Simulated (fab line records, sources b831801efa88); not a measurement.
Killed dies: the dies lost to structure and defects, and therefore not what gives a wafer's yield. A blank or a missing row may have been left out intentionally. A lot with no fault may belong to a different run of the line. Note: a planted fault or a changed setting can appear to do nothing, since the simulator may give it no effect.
A lot that was struck, set against a sound lot || flow sky130 || 17 out of 708 route steps
Sound: these wafers, L605.2, L605.5, L605.6. Wafers struck: L600.1, L600.2, L600.6. At the end, the cause is stated.
Order at every step that has rows: each side's tool, ch and its chambers, its first start. Under that, the readings that differ: sound wafers || struck wafers || difference of the means || sigmas: that difference in standard deviations of wafers without a fault.
alike: readings whose means differ by less than 2 such deviations, and words and numbers that are the same on both sides. not compared: withheld readings, readings that some wafer has no value for, bounds like >300 that may hide the same value, and numbers for which the record gives no deviation and whose values overlap.
A row with sigmas, a row that says differs or no value, or rows on one side alone: a step with any of these is where the two part. Numbers that have no deviation but don't overlap get no sigmas and don't part them. A reading that every wafer of one side lacks parts them only if that side has two wafers or more.

first, 1 step without rows for these wafers: SKY_VT_ADJUST_NCORE_IMPLANT_09.
SKY_VT_ADJUST_NCORE_STRIP_10: strips in O2/N2.
  sound on plasma_asher-02 ch 0,1, day 13 15:31; struck on plasma_asher-02 ch 0,1, day 12 02:56
{"reading": "strip_time_to_endpoint_s (s)", "sound": "14.12 14.15 14.11", "struck": "14.19 14.22 14.24", "difference": "+0.09", "sigmas": "+2"}
  alike: drypump_motor_current_A, n2_flow_sccm, oes_product_au
  not compared: rf_hours_counter_h
SKY_VT_ADJUST_NCORE_TW_MEAS_11:
  sound: film_metro-03 at day 13 15:38; struck: film_metro-04 at day 12 03:02
  alike: VT_ADJUST_NCORE_TW
then, 7 steps without rows for these wafers: SKY_VT_ADJUST_HVTR_DEHYDRATE_00 (time 60 s); SKY_VT_ADJUST_HVTR_HMDS_01 (prime time 60 s); SKY_VT_ADJUST_HVTR_COAT_02 (resist thk 1140 nm); SKY_VT_ADJUST_HVTR_SOFTBAKE_03 (time 60 s); SKY_VT_ADJUST_HVTR_EXPOSE_04 (exposes mask HVTRM, target cd 380 nm); SKY_VT_ADJUST_HVTR_PEB_05; SKY_VT_ADJUST_HVTR_DEVELOP_06 (develop time 60 s).
SKY_VT_ADJUST_HVTR_CD_MEAS_07: the cd target is 380 nm.
  sound: cd_sem-02 at day 14 18:08; struck: cd_sem-02 at day 13 04:08
  alike: cd_nm
SKY_VT_ADJUST_HVTR_OVL_MEAS_08:
  sound: overlay-01 at day 14 18:14; struck: overlay-01 at day 13 04:15
  alike: VT_ADJUST_HVTR_OVL
SKY_VT_ADJUST_HVTR_IMPLANT_09:
  sound on implanter-03 ch 0, day 14 18:17; struck on implanter-04 ch 0, day 13 04:17
{"reading": "dose_ions_cm2", "sound": "2.1008e+12 2.1e+12 2.1004e+12", "struck": "9.372e+11 9.353e+11 9.359e+11", "difference": -1.164e+12, "sigmas": "-99 or more"}
{"reading": "faraday_current_uA", "sound": "11.79 11.64 12.18", "struck": "5.15 5.34 5.45", "difference": -6.56, "sigmas": -29}
SKY_VT_ADJUST_HVTR_STRIP_10: strips in O2/N2.
  sound on plasma_asher-04 ch 0,1, day 14 18:25; struck on plasma_asher-02 ch 0,1, day 13 04:26
  alike: drypump_motor_current_A, n2_flow_sccm, oes_product_au, strip_time_to_endpoint_s
  not compared: rf_hours_counter_h
SKY_VT_ADJUST_HVTR_TW_MEAS_11:
  sound: film_metro-03 at day 14 18:31; struck: film_metro-02 at day 13 04:32
{"reading": "VT_ADJUST_HVTR_TW", "sound": "210.8 210.4 209.9", "struck": "170.5 169.5 169.6", "difference": -40.5, "sigmas": -37}
then, 1 step without rows for these wafers: SKY_VT_ADJUST_PCH_DEHYDRATE_00 (time 60 s).
-- here the record skips 36 days between the struck wafers' starts before and after, leaving off in module VT_ADJUST_PCH and picking up in module PAD_OPEN (first step shown: number 708 of the route) --
SKY_PAD_OPEN_PROBE_99:
  sound: prober-02 at day 49 21:42; struck: prober-02 at day 48 19:49
{"reading": "model.etest.pfet_01v8_mvt.drive_ua_um", "sound": "152.6 157.7 154.2", "struck": "129.5 127 131.2", "difference": -25.6, "sigmas": ""}
{"reading": "model.etest.pfet_01v8_mvt.off_log10_a_um", "sound": "-10.18 -10.04 -10.29", "struck": "-12.5 -12.38 -12.54", "difference": -2.3, "sigmas": ""}
{"reading": "model.etest.pfet_01v8_mvt.vt_sat_v (V)", "sound": "-0.5368 -0.5211 -0.5406", "struck": "-0.7188 -0.7316 -0.7277", "difference": -0.1932, "sigmas": ""}
{"reading": "model.etest.pfet_01v8_mvt.vt_v (V)", "sound": "-0.6219 -0.6107 -0.6267", "struck": "-0.781 -0.7898 -0.7914", "difference": -0.168, "sigmas": ""}
{"reading": "model.etest.pfet_01v8_mvt.vt_long_v (V)", "sound": "-0.821 -0.8198 -0.8334", "struck": "-0.9814 -0.9881 -0.986", "difference": -0.1604, "sigmas": ""}
  alike: killed_at_M0_to_M3, killed_at_M4_up, killed_at_contacts, killed_at_front_end, killed_at_other, killed_dies, killed_open, killed_short

== WHERE THEY PART ==
At SKY_VT_ADJUST_NCORE_STRIP_10 first; at SKY_VT_ADJUST_HVTR_TW_MEAS_11 last (within this record only). Later steps at which nothing parts them and some readings are alike: SKY_PAD_OPEN_PROBE_99.

WHY: whatever the simulator had introduced
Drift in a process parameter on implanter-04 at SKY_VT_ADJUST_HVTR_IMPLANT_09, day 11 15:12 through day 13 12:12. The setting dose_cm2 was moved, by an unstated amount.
